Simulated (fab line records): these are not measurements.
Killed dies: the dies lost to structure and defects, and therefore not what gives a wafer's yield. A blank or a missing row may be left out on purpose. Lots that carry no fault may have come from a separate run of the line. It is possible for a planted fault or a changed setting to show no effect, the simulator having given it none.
Chamber matching || flow gf180mcu || GF_V2_CMP_26 on cmp-02 has 4 sister chambers
The step polishes, stops on SiO2, t overpolish 15 s, target thk 0 nm. 8 wafers are shown with their chamber, then 11 later ones without.

## WAFERS, EACH WITH ITS CHAMBER
{"wafer": "L085.2", "chamber": 0, "motorCurrentA (A)": 11.4, "timeToEndpointS (s)": 86}
{"wafer": "L086.4", "chamber": 0, "motorCurrentA (A)": 10.7, "timeToEndpointS (s)": 89}
{"wafer": "L087.2", "chamber": 3, "motorCurrentA (A)": 10.1, "timeToEndpointS (s)": 79}
{"wafer": "L087.5", "chamber": 2, "motorCurrentA (A)": 10.9, "timeToEndpointS (s)": 80}
{"wafer": "L091.1", "chamber": 1, "motorCurrentA (A)": 12.1, "timeToEndpointS (s)": 88}
{"wafer": "L091.3", "chamber": 2, "motorCurrentA (A)": 11.4, "timeToEndpointS (s)": 80}
{"wafer": "L091.6", "chamber": 3, "motorCurrentA (A)": 10.0, "timeToEndpointS (s)": 86}
{"wafer": "L093.2", "chamber": 1, "motorCurrentA (A)": 12.4, "timeToEndpointS (s)": 84}

## WAFERS WITHOUT THEIR CHAMBER
{"wafer": "L093.3", "motorCurrentA (A)": 10.0, "timeToEndpointS (s)": 82}
{"wafer": "L093.4", "motorCurrentA (A)": 10.9, "timeToEndpointS (s)": 76}
{"wafer": "L094.2", "motorCurrentA (A)": 10.7, "timeToEndpointS (s)": 79}
{"wafer": "L094.5", "motorCurrentA (A)": 12.9, "timeToEndpointS (s)": 81}
{"wafer": "L094.6", "motorCurrentA (A)": 11.1, "timeToEndpointS (s)": 86}
{"wafer": "L095.1", "motorCurrentA (A)": 11.0, "timeToEndpointS (s)": 86}
{"wafer": "L095.3", "motorCurrentA (A)": 10.8, "timeToEndpointS (s)": 84}
{"wafer": "L095.5", "motorCurrentA (A)": 10.4, "timeToEndpointS (s)": 85}
{"wafer": "L096.1", "motorCurrentA (A)": 13.2, "timeToEndpointS (s)": 88}
{"wafer": "L096.2", "motorCurrentA (A)": 10.8, "timeToEndpointS (s)": 81}
{"wafer": "L096.6", "motorCurrentA (A)": 12.8, "timeToEndpointS (s)": 87}

## THE CHAMBER EACH PASSED THROUGH
{"wafer": "L093.3", "from the rows above": 3, "in truth": 3}
{"wafer": "L093.4", "from the rows above": "can't be placed: 2 or 3", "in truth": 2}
{"wafer": "L094.2", "from the rows above": "can't be placed: 2 or 3 or 0", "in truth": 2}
{"wafer": "L094.5", "from the rows above": 1, "in truth": 1}
{"wafer": "L094.6", "from the rows above": "can't be placed: 0 or 2", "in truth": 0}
{"wafer": "L095.1", "from the rows above": "can't be placed: 0 or 2", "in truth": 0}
{"wafer": "L095.3", "from the rows above": "can't be placed: 0 or 2 or 3", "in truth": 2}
{"wafer": "L095.5", "from the rows above": "can't be placed: 3 or 0 or 2", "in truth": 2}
{"wafer": "L096.1", "from the rows above": 1, "in truth": 1}
{"wafer": "L096.2", "from the rows above": "can't be placed: 2 or 0 or 3", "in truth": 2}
{"wafer": "L096.6", "from the rows above": 1, "in truth": 1}
Correct placement for 4 of the 11. Not placeable from these rows: 7 (in 7, the candidates include the true chamber). Number placed wrongly: 0.
How it was worked out, from the rows above alone: a wafer's distance from a chamber is the root of the sum, over the readings, of the square of ((its reading less the chamber's mean) divided by the reading's scatter). The wafer belongs to the nearest chamber; if the next one is less than 2 further off, it can't be placed. A chamber's mean is the mean of its shown wafers. The scatter: the root of (the sum of the squares of (reading less its chamber's mean) over the shown wafers, divided by (wafers less chambers)).
